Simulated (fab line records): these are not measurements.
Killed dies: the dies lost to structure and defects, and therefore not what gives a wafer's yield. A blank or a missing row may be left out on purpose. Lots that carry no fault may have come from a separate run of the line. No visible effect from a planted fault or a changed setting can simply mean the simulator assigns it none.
The tool behind it: which one? -- flow sky130 -- 24 lots, 72 wafers sampled, at 6 steps of a route of 708

WHAT EACH GAUGE READ, for each wafer
SKY_FIELD_ISO_CD_MEAS_13: target cd 150 nm.
lot,measured,on,cd-nm (nm)
L074,day 2 06:20,cd-sem-02,147.9 148.9 149.1
L075,day 2 12:22,cd-sem-02,149.2 149.0 152.1
L076,day 2 16:32,cd-sem-02,151.0 151.0 150.8
L077,day 2 20:11,cd-sem-01,151.2 151.8 152.1
L078,day 3 01:41,cd-sem-01,148.7 150.3 149.8
L079,day 3 06:00,cd-sem-02,148.8 149.0 148.8
L080,day 3 11:14,cd-sem-02,151.0 152.4 151.6
L081,day 3 16:02,cd-sem-02,151.0 150.8 150.1
L082,day 3 23:10,cd-sem-02,148.9 149.8 149.5
L083,day 4 04:41,cd-sem-02,148.9 151.7 150.4
L084,day 4 08:34,cd-sem-02,151.2 149.8 150.1
L085,day 4 14:10,cd-sem-02,150.3 150.6 149.3
L086,day 4 19:19,cd-sem-02,150.9 151.1 150.5
L087,day 5 01:03,cd-sem-02,152.7 152.7 153.1
L088,day 5 05:34,cd-sem-02,150.0 149.8 149.7
L089,day 5 09:44,cd-sem-02,148.1 148.7 149.9
L090,day 5 16:39,cd-sem-02,153.8 152.5 152.1
L091,day 5 21:32,cd-sem-01,150.1 148.5 150.1
L092,day 6 04:04,cd-sem-02,151.8 150.0 149.7
L093,day 6 06:51,cd-sem-01,149.0 149.7 149.8
L094,day 6 12:25,cd-sem-01,148.9 148.7 148.9
L095,day 6 17:22,cd-sem-02,147.6 148.6 149.3
L096,day 6 22:43,cd-sem-02,147.4 147.1 148.0
L097,day 7 04:09,cd-sem-01,150.3 152.3 150.9

SKY_NWELL_TW_MEAS_26.
lot,measured,on,NWELL_2_TW
L074,day 5 09:19,film-metro-03,494.3 496.3 492.3
L075,day 5 16:17,film-metro-02,494.8 496.8 494.6
L076,day 5 20:22,film-metro-02,492.8 490.7 490.0
L077,day 6 01:04,film-metro-02,496.4 497.4 498.1
L078,day 6 10:07,film-metro-01,497.1 499.4 499.5
L079,day 6 13:04,film-metro-03,492.3 492.4 493.7
L080,day 6 17:37,film-metro-02,495.6 498.0 493.2
L081,day 6 22:58,film-metro-01,499.2 500.2 499.4
L082,day 7 09:08,film-metro-03,495.0 492.9 494.4
L083,day 7 14:02,film-metro-02,490.6 489.9 491.1
L084,day 7 20:37,film-metro-02,492.8 490.0 491.8
L085,day 8 00:05,film-metro-02,494.0 491.6 494.0
L086,day 8 07:46,film-metro-03,494.4 491.1 491.9
L087,day 8 12:53,film-metro-01,495.7 494.4 498.0
L088,day 8 18:50,film-metro-02,492.1 494.1 494.2
L089,day 9 01:38,film-metro-01,498.2 495.5 495.1
L090,day 9 08:20,film-metro-03,495.9 496.2 493.8
L091,day 9 15:24,film-metro-03,497.7 496.3 495.0
L092,day 9 23:43,film-metro-02,494.7 496.0 494.0
L093,day 10 01:07,film-metro-02,491.6 494.5 491.0
L094,day 10 09:37,film-metro-03,496.6 495.7 496.2
L095,day 10 15:01,film-metro-02,491.0 485.7 491.4
L096,day 10 20:17,film-metro-02,491.8 494.4 490.0
L097,day 11 01:55,film-metro-03,496.7 497.1 499.3

SKY_LDD_P_TW_MEAS_11.
lot,measured,on,LDD_P_TW
L074,day 19 04:41,film-metro-01,635.6 636.3 636.4
L075,day 19 15:27,film-metro-01,635.0 631.0 635.4
L076,day 19 21:56,film-metro-03,634.0 633.8 632.6
L077,day 20 08:05,film-metro-03,635.8 638.9 633.7
L078,day 20 19:35,film-metro-01,640.5 641.2 640.5
L079,day 20 22:15,film-metro-02,632.2 632.2 632.0
L080,day 21 07:56,film-metro-03,634.0 634.1 629.7
L081,day 21 16:42,film-metro-03,632.0 632.4 633.1
L082,day 22 08:15,film-metro-03,633.0 639.1 637.4
L083,day 22 11:50,film-metro-02,631.7 632.0 635.8
L084,day 22 21:38,film-metro-03,634.4 638.9 635.5
L085,day 23 05:35,film-metro-03,634.3 636.9 638.6
L086,day 23 15:47,film-metro-01,636.6 640.2 635.0
L087,day 23 22:47,film-metro-02,635.3 634.2 634.8
L088,day 24 07:06,film-metro-01,635.7 638.5 637.5
L089,day 24 17:58,film-metro-01,639.3 635.7 634.9
L090,day 25 00:23,film-metro-02,633.7 634.9 636.8
L091,day 25 12:49,film-metro-03,636.3 634.7 634.2
L092,day 25 20:59,film-metro-03,637.3 636.4 633.0
L093,day 26 01:13,film-metro-01,632.7 632.8 636.2
L094,day 26 10:05,film-metro-02,633.4 633.4 634.9
L095,day 26 16:41,film-metro-02,633.7 634.8 633.1
L096,day 26 23:03,film-metro-03,638.7 637.0 641.1
L097,day 27 00:56,film-metro-02,632.8 633.9 635.4

SKY_PASSIVATION_THK_MEAS_01.
lot,measured,on,PASSIVATION_CVD_00_THK (nm)
L074,day 44 00:53,film-metro-04,88.4 89.4 90.7
L075,day 44 10:29,film-metro-03,89.6 90.4 91.1
L076,day 44 15:48,film-metro-04,90.7 89.2 92.5
L077,day 44 22:19,film-metro-04,88.9 89.5 89.9
L078,day 45 05:24,film-metro-02,90.7 91.8 91.0
L079,day 45 08:39,film-metro-04,88.8 87.7 90.7
L080,day 45 17:30,film-metro-04,88.7 88.6 90.7
L081,day 45 21:03,film-metro-04,89.8 91.2 91.9
L082,day 46 07:44,film-metro-04,91.3 90.7 90.4
L083,day 46 14:31,film-metro-02,87.4 89.2 90.4
L084,day 46 16:34,film-metro-04,86.8 90.8 89.5
L085,day 46 22:34,film-metro-03,91.3 92.8 92.8
L086,day 47 04:49,film-metro-04,90.1 90.3 88.8
L087,day 47 12:07,film-metro-04,88.9 88.0 89.9
L088,day 47 16:28,film-metro-02,89.7 90.2 90.4
L089,day 47 21:09,film-metro-03,92.1 91.7 93.7
L090,day 48 01:35,film-metro-02,88.3 87.7 89.6
L091,day 48 10:29,film-metro-04,91.3 90.5 92.6
L092,day 48 14:04,film-metro-02,89.4 91.0 89.3
L093,day 48 16:58,film-metro-04,89.4 87.6 90.4
L094,day 49 00:05,film-metro-03,89.0 88.7 89.8
L095,day 49 06:11,film-metro-04,89.8 92.0 92.8
L096,day 49 08:53,film-metro-04,89.5 90.5 90.3
L097,day 49 16:35,film-metro-02,87.9 87.7 88.9

WHICH TOOL RAN EACH LOT (tool, then ch and the chambers of the sampled wafers, then the start)
lot,SKY_SONOS_ONO_STRIP_17,SKY_METAL5_SPUTTER_00
L074,"plasma-asher-02 ch 0,1, day 12 21:44","pvd-sputter-03, day 43 01:14"
L075,"plasma-asher-02 ch 0,1, day 13 03:41","pvd-sputter-02, day 43 10:45"
L076,"plasma-asher-01 ch 0,1, day 13 10:38","pvd-sputter-04, day 43 15:17"
L077,"plasma-asher-02 ch 0,1, day 13 14:50","pvd-sputter-02, day 43 23:34"
L078,"plasma-asher-03 ch 0,1, day 14 02:49","pvd-sputter-04, day 44 06:26"
L079,"plasma-asher-01 ch 0,1, day 14 06:28","pvd-sputter-03, day 44 09:41"
L080,"plasma-asher-02 ch 0,1, day 14 13:36","pvd-sputter-02, day 44 18:41"
L081,"plasma-asher-02 ch 0,1, day 14 21:50","pvd-sputter-04, day 44 22:25"
L082,"plasma-asher-03 ch 0,1, day 15 13:17","pvd-sputter-03, day 45 09:16"
L083,"plasma-asher-02 ch 0,1, day 15 17:05","pvd-sputter-02, day 45 16:14"
L084,"plasma-asher-03 ch 0,1, day 16 03:23","pvd-sputter-04, day 45 18:25"
L085,"plasma-asher-03 ch 1, day 16 07:05","pvd-sputter-02, day 46 00:23"
L086,"plasma-asher-01 ch 0,1, day 16 21:11","pvd-sputter-04, day 46 07:03"
L087,"plasma-asher-02 ch 1, day 17 02:15","pvd-sputter-02, day 46 14:50"
L088,"plasma-asher-03 ch 0,1, day 17 10:58","pvd-sputter-04, day 46 18:55"
L089,"plasma-asher-02 ch 0,1, day 17 19:31","pvd-sputter-03, day 47 01:19"
L090,"plasma-asher-03 ch 0,1, day 18 04:54","pvd-sputter-04, day 47 05:37"
L091,"plasma-asher-03 ch 0,1, day 18 15:17","pvd-sputter-02, day 47 14:19"
L092,"plasma-asher-01 ch 0,1, day 19 01:05","pvd-sputter-04, day 47 17:21"
L093,"plasma-asher-01 ch 0, day 19 05:56","pvd-sputter-04, day 47 21:17"
L094,"plasma-asher-03 ch 0,1, day 19 16:44","pvd-sputter-03, day 48 05:17"
L095,"plasma-asher-01 ch 0,1, day 19 23:32","pvd-sputter-03, day 48 10:26"
L096,"plasma-asher-02 ch 0,1, day 20 07:31","pvd-sputter-04, day 48 13:21"
L097,"plasma-asher-01 ch 0,1, day 20 10:11","pvd-sputter-04, day 48 23:04"
- SKY_SONOS_ONO_STRIP_17: strips in O2/N2.
- SKY_METAL5_SPUTTER_00: material Ti, target thk 15 nm, time 10 s.

WHAT THE TOOLS THEMSELVES READ (means of the sampled wafers that have a number; where no wafer has one, the mark that the record gives instead)
SKY_SONOS_ONO_STRIP_17.
lot,tool,drypump-motor-current-A (A),oes-product-au (a.u.),strip-time-to-endpoint-s (s)
L074,plasma-asher-02,6.1,0.711,14.14
L075,plasma-asher-02,6.1,0.713,14.12
L076,plasma-asher-01,5.4,0.706,14.09
L077,plasma-asher-02,5.8,0.714,14.12
L078,plasma-asher-03,6.0,0.710,14.07
L079,plasma-asher-01,5.4,0.712,14.13
L080,plasma-asher-02,6.1,0.711,14.14
L081,plasma-asher-02,5.8,0.713,14.07
L082,plasma-asher-03,6.0,0.708,14.14
L083,plasma-asher-02,6.1,0.709,14.02
L084,plasma-asher-03,5.4,0.709,14.11
L085,plasma-asher-03,4.9,0.708,14.06
L086,plasma-asher-01,5.4,0.711,14.11
L087,plasma-asher-02,5.5,0.713,14.10
L088,plasma-asher-03,6.0,0.715,14.08
L089,plasma-asher-02,5.8,0.713,14.12
L090,plasma-asher-03,6.0,0.715,14.11
L091,plasma-asher-03,6.0,0.707,14.07
L092,plasma-asher-01,5.4,0.708,14.08
L093,plasma-asher-01,4.9,0.712,14.11
L094,plasma-asher-03,5.9,0.708,14.09
L095,plasma-asher-01,5.1,0.712,14.10
L096,plasma-asher-02,6.1,0.712,14.13
L097,plasma-asher-01,5.1,0.709,14.15

SKY_METAL5_SPUTTER_00.
lot,tool,throttle-valve-pct (%)
L074,pvd-sputter-03,29.8
L075,pvd-sputter-02,29.2
L076,pvd-sputter-04,30.7
L077,pvd-sputter-02,29.8
L078,pvd-sputter-04,30.7
L079,pvd-sputter-03,30.6
L080,pvd-sputter-02,29.5
L081,pvd-sputter-04,30.2
L082,pvd-sputter-03,30.4
L083,pvd-sputter-02,29.8
L084,pvd-sputter-04,30.3
L085,pvd-sputter-02,29.3
L086,pvd-sputter-04,30.1
L087,pvd-sputter-02,29.1
L088,pvd-sputter-04,29.5
L089,pvd-sputter-03,31.0
L090,pvd-sputter-04,30.0
L091,pvd-sputter-02,28.4
L092,pvd-sputter-04,30.4
L093,pvd-sputter-04,30.0
L094,pvd-sputter-03,29.7
L095,pvd-sputter-03,29.7
L096,pvd-sputter-04,29.7
L097,pvd-sputter-04,29.9

THE ANSWER, worked out from the rows above alone
Rule: what is usual is taken from the lots themselves. The widest of any qualifying gaps counts: lots, ordered by their means at a reading, are off when they make up no more than a third of the lots, leave a main group of 4 or more, and stand apart from it by 3 or more times the standard deviation of that group's means. Not used: any main group whose means are identical at the precision the tables above print for the reading. A lot without any number at a reading at which 4 lots or more have one is off too. Where the step has rows for the other lots, those lots are counted as sound. After the gauges, taken in route order, come the tools' own readings; for these a lot's mean is taken, as printed above. The first step at which some lot is off is used, and at that step the reading that is off furthest; a lot without a number counts as furthest.
No lot is off at any reading shown: from this, nothing can be told.

WHAT WAS PUT IN BY THE SIMULATOR
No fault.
